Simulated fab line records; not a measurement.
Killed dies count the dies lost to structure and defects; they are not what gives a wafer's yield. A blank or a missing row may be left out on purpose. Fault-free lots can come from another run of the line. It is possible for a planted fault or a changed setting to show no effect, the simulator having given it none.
Which tool did it? :: flow sky130 :: 12 lots with 36 wafers sampled at 5 steps, on a route of 708 steps

WHAT THE GAUGES SHOWED, per wafer
SKY_METAL2_RS_MEAS_05: a four-point-probe measurement.
lot: L617
measured: day 34 13:19
on: film metro-04
METAL2_ALCU_RS (ohm/sq): 0.1256 0.1268 0.1275

lot: L620
measured: day 36 04:25
on: film metro-02
METAL2_ALCU_RS (ohm/sq): 0.1287 0.1260 0.1290

lot: L624
measured: day 38 06:44
on: film metro-02
METAL2_ALCU_RS (ohm/sq): 0.1240 0.1248 0.1257

lot: L627
measured: day 38 12:01
on: film metro-02
METAL2_ALCU_RS (ohm/sq): 0.1273 0.1257 0.1255

lot: L629
measured: day 38 12:12
on: film metro-01
METAL2_ALCU_RS (ohm/sq): 0.1245 0.1258 0.1254

lot: L628
measured: day 38 15:01
on: film metro-01
METAL2_ALCU_RS (ohm/sq): 8.6882 8.5682 8.6936 8.7021 8.5665 8.6809

lot: L630
measured: day 38 15:45
on: film metro-01
METAL2_ALCU_RS (ohm/sq): 8.5877 8.6362 8.7335 8.5982 8.6421 8.7225

lot: L634
measured: day 39 20:46
on: film metro-01
METAL2_ALCU_RS (ohm/sq): 0.1247 0.1266 0.1243

lot: L636
measured: day 39 22:14
on: film metro-04
METAL2_ALCU_RS (ohm/sq): 0.1257 0.1265 0.1253

lot: L637
measured: day 40 05:51
on: film metro-04
METAL2_ALCU_RS (ohm/sq): 0.1260 0.1254 0.1253

lot: L638
measured: day 40 17:30
on: film metro-01
METAL2_ALCU_RS (ohm/sq): 0.1270 0.1288 0.1273

lot: L639
measured: day 40 21:44
on: film metro-02
METAL2_ALCU_RS (ohm/sq): 0.1291 0.1304 0.1326

SKY_METAL2_OVL_MEAS_16.
lot: L617
measured: day 35 16:04
on: overlay-01
METAL2_OVL (nm): 14 12 9

lot: L620
measured: day 37 06:59
on: overlay-02
METAL2_OVL (nm): -7 -1 3

lot: L624
measured: day 39 07:59
on: overlay-02
METAL2_OVL (nm): 8 2 0

lot: L627
measured: day 39 12:38
on: overlay-01
METAL2_OVL (nm): -7 0 -9

lot: L629
measured: day 39 13:16
on: overlay-02
METAL2_OVL (nm): 2 3 -1

lot: L634
measured: day 40 21:05
on: overlay-02
METAL2_OVL (nm): -7 -12 -5

lot: L636
measured: day 40 22:24
on: overlay-01
METAL2_OVL (nm): -6 3 -4

lot: L637
measured: day 41 05:46
on: overlay-02
METAL2_OVL (nm): -1 4 1

lot: L638
measured: day 41 17:02
on: overlay-01
METAL2_OVL (nm): 1 -3 -1

lot: L639
measured: day 41 21:22
on: overlay-02
METAL2_OVL (nm): 5 18 6

TOOL THAT RAN EACH LOT (tool first, then ch and the chambers of the sampled wafers, then the start)
lot: L617
SKY_METAL1_ETCH_18: rie metal-04 ch 0,1, day 33 08:19
SKY_METAL2_SPUTTER_01: pvd sputter-04, day 34 13:11
SKY_METAL2_SPUTTER_02: pvd sputter-04, day 34 13:13

lot: L620
SKY_METAL1_ETCH_18: rie metal-03 ch 0,1, day 34 23:14
SKY_METAL2_SPUTTER_01: pvd sputter-01, day 36 04:15
SKY_METAL2_SPUTTER_02: pvd sputter-01, day 36 04:17

lot: L624
SKY_METAL1_ETCH_18: rie metal-04 ch 0,1, day 37 02:08
SKY_METAL2_SPUTTER_01: pvd sputter-04, day 38 06:35
SKY_METAL2_SPUTTER_02: pvd sputter-04, day 38 06:37

lot: L627
SKY_METAL1_ETCH_18: rie metal-02 ch 0,1, day 37 07:28
SKY_METAL2_SPUTTER_01: pvd sputter-04, day 38 11:52
SKY_METAL2_SPUTTER_02: pvd sputter-04, day 38 11:53

lot: L629
SKY_METAL1_ETCH_18: rie metal-03 ch 0,1, day 37 07:28
SKY_METAL2_SPUTTER_01: pvd sputter-03, day 38 12:05
SKY_METAL2_SPUTTER_02: pvd sputter-03, day 38 12:07

lot: L628
SKY_METAL1_ETCH_18: rie metal-04 ch 0,1, day 37 10:04
SKY_METAL2_SPUTTER_01: pvd sputter-04, day 38 14:53
SKY_METAL2_SPUTTER_02: pvd sputter-04, day 38 14:54

lot: L630
SKY_METAL1_ETCH_18: rie metal-03 ch 1, day 37 11:32
SKY_METAL2_SPUTTER_01: pvd sputter-04, day 38 15:38
SKY_METAL2_SPUTTER_02: pvd sputter-04, day 38 15:40

lot: L634
SKY_METAL1_ETCH_18: rie metal-04 ch 0,1, day 38 16:56
SKY_METAL2_SPUTTER_01: pvd sputter-04, day 39 20:38
SKY_METAL2_SPUTTER_02: pvd sputter-04, day 39 20:40

lot: L636
SKY_METAL1_ETCH_18: rie metal-03 ch 0,1, day 38 18:53
SKY_METAL2_SPUTTER_01: pvd sputter-04, day 39 22:05
SKY_METAL2_SPUTTER_02: pvd sputter-04, day 39 22:06

lot: L637
SKY_METAL1_ETCH_18: rie metal-04 ch 0,1, day 39 02:28
SKY_METAL2_SPUTTER_01: pvd sputter-03, day 40 05:43
SKY_METAL2_SPUTTER_02: pvd sputter-03, day 40 05:44

lot: L638
SKY_METAL1_ETCH_18: rie metal-03 ch 0,1, day 39 14:01
SKY_METAL2_SPUTTER_01: pvd sputter-01, day 40 17:20
SKY_METAL2_SPUTTER_02: pvd sputter-01, day 40 17:21

lot: L639
SKY_METAL1_ETCH_18: rie metal-03 ch 0,1, day 39 17:50
SKY_METAL2_SPUTTER_01: pvd sputter-01, day 40 21:36
SKY_METAL2_SPUTTER_02: pvd sputter-01, day 40 21:37
- SKY_METAL1_ETCH_18: etches BARC in N2/H2, stops on SiO2, time 45.9 s, target depth 60 nm.
- SKY_METAL2_SPUTTER_01: material TiN, target thk 20 nm, time 16.7 s.
- SKY_METAL2_SPUTTER_02: material AlCu, target thk 250 nm, time 13.3 s.

WHAT THE TOOLS THEMSELVES READ (means of the sampled wafers that have a number; where no wafer has one, the mark that the record gives instead)
SKY_METAL1_ETCH_18.
lot: L617
tool: rie metal-04
drypump motor current A (A): 6.4
oes product au (a.u.): 0.851
rf fwd power W (W): 494.2
throttle valve pct (%): 13.225

lot: L620
tool: rie metal-03
drypump motor current A (A): 5.5
oes product au (a.u.): 0.856
rf fwd power W (W): 494.2
throttle valve pct (%): 13.220

lot: L624
tool: rie metal-04
drypump motor current A (A): 6.5
oes product au (a.u.): 0.849
rf fwd power W (W): 495.9
throttle valve pct (%): 13.226

lot: L627
tool: rie metal-02
drypump motor current A (A): 6.4
oes product au (a.u.): 0.856
rf fwd power W (W): 494.1
throttle valve pct (%): 13.219

lot: L629
tool: rie metal-03
drypump motor current A (A): 5.9
oes product au (a.u.): 0.851
rf fwd power W (W): 494.7
throttle valve pct (%): 13.234

lot: L628
tool: rie metal-04
drypump motor current A (A): 6.4
oes product au (a.u.): 0.855
rf fwd power W (W): 494.8
throttle valve pct (%): 13.235

lot: L630
tool: rie metal-03
drypump motor current A (A): 5.1
oes product au (a.u.): 0.853
rf fwd power W (W): 494.2
throttle valve pct (%): 13.224

lot: L634
tool: rie metal-04
drypump motor current A (A): 6.4
oes product au (a.u.): 0.851
rf fwd power W (W): 493.0
throttle valve pct (%): 13.221

lot: L636
tool: rie metal-03
drypump motor current A (A): 5.9
oes product au (a.u.): 0.856
rf fwd power W (W): 496.7
throttle valve pct (%): 13.222

lot: L637
tool: rie metal-04
drypump motor current A (A): 6.5
oes product au (a.u.): 0.856
rf fwd power W (W): 496.3
throttle valve pct (%): 13.227

lot: L638
tool: rie metal-03
drypump motor current A (A): 5.5
oes product au (a.u.): 0.857
rf fwd power W (W): 494.5
throttle valve pct (%): 13.226

lot: L639
tool: rie metal-03
drypump motor current A (A): 5.5
oes product au (a.u.): 0.853
rf fwd power W (W): 495.5
throttle valve pct (%): 13.222

SKY_METAL2_SPUTTER_01.
lot: L617
tool: pvd sputter-04
cathode dc power W (W): 6500.3
chamber pressure pa (Pa): 0.3996
throttle valve pct (%): 30.0

lot: L620
tool: pvd sputter-01
cathode dc power W (W): 6500.5
chamber pressure pa (Pa): 0.3998
throttle valve pct (%): 28.6

lot: L624
tool: pvd sputter-04
cathode dc power W (W): 6500.7
chamber pressure pa (Pa): 0.3999
throttle valve pct (%): 30.2

lot: L627
tool: pvd sputter-04
cathode dc power W (W): 6499.4
chamber pressure pa (Pa): 0.3997
throttle valve pct (%): 29.4

lot: L629
tool: pvd sputter-03
cathode dc power W (W): 6499.9
chamber pressure pa (Pa): 0.4009
throttle valve pct (%): 30.1

lot: L628
tool: pvd sputter-04
cathode dc power W (W): 6499.6
chamber pressure pa (Pa): 0.4002
throttle valve pct (%): 30.0

lot: L630
tool: pvd sputter-04
cathode dc power W (W): 6500.2
chamber pressure pa (Pa): 0.4002
throttle valve pct (%): 30.0

lot: L634
tool: pvd sputter-04
cathode dc power W (W): 6500.2
chamber pressure pa (Pa): 0.4005
throttle valve pct (%): 29.5

lot: L636
tool: pvd sputter-04
cathode dc power W (W): 6500.8
chamber pressure pa (Pa): 0.4005
throttle valve pct (%): 30.0

lot: L637
tool: pvd sputter-03
cathode dc power W (W): 6500.0
chamber pressure pa (Pa): 0.4012
throttle valve pct (%): 30.1

lot: L638
tool: pvd sputter-01
cathode dc power W (W): 6499.6
chamber pressure pa (Pa): 0.3996
throttle valve pct (%): 29.5

lot: L639
tool: pvd sputter-01
cathode dc power W (W): 6499.7
chamber pressure pa (Pa): 0.4000
throttle valve pct (%): 29.3

SKY_METAL2_SPUTTER_02.
lot: L617
tool: pvd sputter-04
cathode dc power W (W): 10598
chamber pressure pa (Pa): 0.4000
throttle valve pct (%): 29.9

lot: L620
tool: pvd sputter-01
cathode dc power W (W): 10601
chamber pressure pa (Pa): 0.4008
throttle valve pct (%): 28.5

lot: L624
tool: pvd sputter-04
cathode dc power W (W): 10600
chamber pressure pa (Pa): 0.4001
throttle valve pct (%): 30.3

lot: L627
tool: pvd sputter-04
cathode dc power W (W): 10599
chamber pressure pa (Pa): 0.3998
throttle valve pct (%): 29.5

lot: L629
tool: pvd sputter-03
cathode dc power W (W): 10601
chamber pressure pa (Pa): 0.4004
throttle valve pct (%): 30.2

lot: L628
tool: pvd sputter-04
cathode dc power W (W): -
chamber pressure pa (Pa): -
throttle valve pct (%): -

lot: L630
tool: pvd sputter-04
cathode dc power W (W): -
chamber pressure pa (Pa): -
throttle valve pct (%): -

lot: L634
tool: pvd sputter-04
cathode dc power W (W): 10600
chamber pressure pa (Pa): 0.3999
throttle valve pct (%): 29.5

lot: L636
tool: pvd sputter-04
cathode dc power W (W): 10602
chamber pressure pa (Pa): 0.4006
throttle valve pct (%): 29.9

lot: L637
tool: pvd sputter-03
cathode dc power W (W): 10599
chamber pressure pa (Pa): 0.4000
throttle valve pct (%): 30.4

lot: L638
tool: pvd sputter-01
cathode dc power W (W): 10599
chamber pressure pa (Pa): 0.3998
throttle valve pct (%): 29.6

lot: L639
tool: pvd sputter-01
cathode dc power W (W): 10600
chamber pressure pa (Pa): 0.4005
throttle valve pct (%): 29.2

THE ANSWER, worked out from the rows above alone
Rule: the lots themselves supply what counts as usual. Put in order of their means at a reading, lots are off if they are a third of the lots or fewer, leave a main group of 4 or more, and stand apart from it by a gap of 3 or more times the standard deviation of the main group's means; of several such gaps the widest counts. If all means in a main group match to the digits the tables above print for the reading, that group is not used. Also off: a lot with no number at a reading for which 4 or more lots have one. The other lots that the step has rows for count as sound. First the gauges in route order, then the tools' own readings, where a lot's mean is used as printed above. The first step at which some lot is off is used, and at that step the reading that is off furthest; a lot without a number counts as furthest.
Off: L628, L630, seen at SKY_METAL2_RS_MEAS_05 (METAL2_ALCU_RS). The main group: mean 0.1266 ohm/sq, standard deviation 0.0017.
If a tool, at a process step before that reading, ran all the lots that are off and no sound lot after the first of them, it fits. Not tried: the gauges at SKY_METAL2_RS_MEAS_05; whatever is off there is also off at SKY_METAL2_SPUTTER_02, on other tools, and gauge error can't account for it. Not one of the candidates tried fits.

WHAT THE SIMULATOR PUT IN
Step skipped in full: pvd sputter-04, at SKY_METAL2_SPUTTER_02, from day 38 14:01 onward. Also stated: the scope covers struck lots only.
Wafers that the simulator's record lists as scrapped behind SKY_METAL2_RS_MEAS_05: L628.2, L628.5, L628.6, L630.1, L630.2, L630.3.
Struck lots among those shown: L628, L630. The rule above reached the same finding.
